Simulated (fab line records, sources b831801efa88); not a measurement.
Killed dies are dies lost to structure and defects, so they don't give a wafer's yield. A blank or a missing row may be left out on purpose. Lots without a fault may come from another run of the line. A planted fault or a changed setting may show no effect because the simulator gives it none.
A struck lot beside a sound one | flow sky130 | 15 steps out of a route of 708
Sound: wafers L970.2, L970.3, L970.4. Struck: wafer L981.6. (L981.4, L981.5 of the same lot were not struck and are left out.) The cause comes at the end.
At each step with rows: each side's tool, then ch and its chambers, then its first start. Under that, the readings that differ: sound wafers | struck wafers | difference of the means | sigmas: that difference in standard deviations of wafers without a fault.
alike: readings whose means differ by less than 2 such deviations, and words and numbers that are the same on both sides. not compared: withheld readings, readings that some wafer has no value for, bounds like >300 that may hide the same value, and numbers for which the record gives no deviation and whose values overlap.
The two part at a step that has a row with sigmas, a row that says differs or no value, or rows on one side only. Numbers that don't overlap but have no deviation are shown without sigmas and don't part them. A reading that every wafer of one side lacks parts them only if that side has two wafers or more.

first, 4 steps without rows for these wafers: SKY_VIA1_SOFTBAKE_08 (time 90 s); SKY_VIA1_EXPOSE_09 (exposes mask VIM, target cd 150 nm); SKY_VIA1_PEB_10; SKY_VIA1_DEVELOP_11 (develop time 60 s).
SKY_VIA1_CD_MEAS_12: target cd 150 nm.
  sound on cd_sem-02, day 34 15:28; struck on cd_sem-01, day 38 02:54
  alike: cd_nm
SKY_VIA1_OVL_MEAS_13:
  sound on overlay-02, day 34 15:34; struck on overlay-01, day 38 02:59
  alike: VIA1_OVL
SKY_VIA1_ETCH_14: etches BARC in N2/H2, stops on SiO2, time 45.9 s, target depth 60 nm.
  sound on rie_diel-01 ch 0,2,3, day 34 15:36; struck on rie_diel-01 ch 2, day 38 03:00
  alike: drypump_motor_current_A, oes_product_au, throttle_valve_pct
  not compared: rf_hours_counter_h
SKY_VIA1_ETCH_15: etches SiO2 in C4F8/O2/Ar, stops on TiN, target depth 351 nm, time 54 s.
  sound on rie_diel-01 ch 0,2,3, day 34 15:38; struck on rie_diel-01 ch 2, day 38 03:02
  alike: oes_product_au
  not compared: rf_hours_counter_h
SKY_VIA1_STRIP_16: strips in O2/N2.
  sound on plasma_asher-01 ch 0,1, day 34 15:41; struck on plasma_asher-04 ch 1, day 38 03:07
  alike: drypump_motor_current_A, oes_product_au, strip_time_to_endpoint_s
  not compared: rf_hours_counter_h
then, 3 steps without rows for these wafers: SKY_VIA1_STRIP_17 (strips in post etch residue remover, time 1200 s); SKY_VIA1_CLEAN_18 (cleans in IPA, time 180 s); SKY_VIA1_CLEAN_19 (cleans in O3/DIW).
SKY_VIA1_SPUTTER_20: material TiN, target thk 20 nm, time 80 s.
  sound on pvd_sputter-03, day 34 16:17; struck on pvd_sputter-03, day 38 03:41
  reading                                  | sound                | struck | difference | sigmas
  cathode_dc_power_W (W)                   | 4000.0 4000.8 3999.1 | 4001.6 | +1.6       | +2
  model.TiN_of_VIA1_SPUTTER_20.thk_nm (nm) | 20.13 19.84 20.21    | 16.32  | -3.74      |
  alike: throttle_valve_pct
SKY_VIA1_CVD_21: deposits W, target thk 270 nm, time 80.902 s.
  sound on cvd_w-01 ch 0,1, day 34 16:21; struck on cvd_w-02 ch 0, day 38 03:46
  alike: heater_power_w
then, 1 step without rows for these wafers: SKY_PAD_OPEN_PROBE_99.

WHERE THEY PART
Only at SKY_VIA1_SPUTTER_20, within this record. Later steps at which nothing parts them and some readings are alike: SKY_VIA1_CVD_21.

WHY: what the simulator had put in
Process parameter drift: pvd_sputter-03, from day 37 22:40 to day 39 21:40, at SKY_VIA1_SPUTTER_20. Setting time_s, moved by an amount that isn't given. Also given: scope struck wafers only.
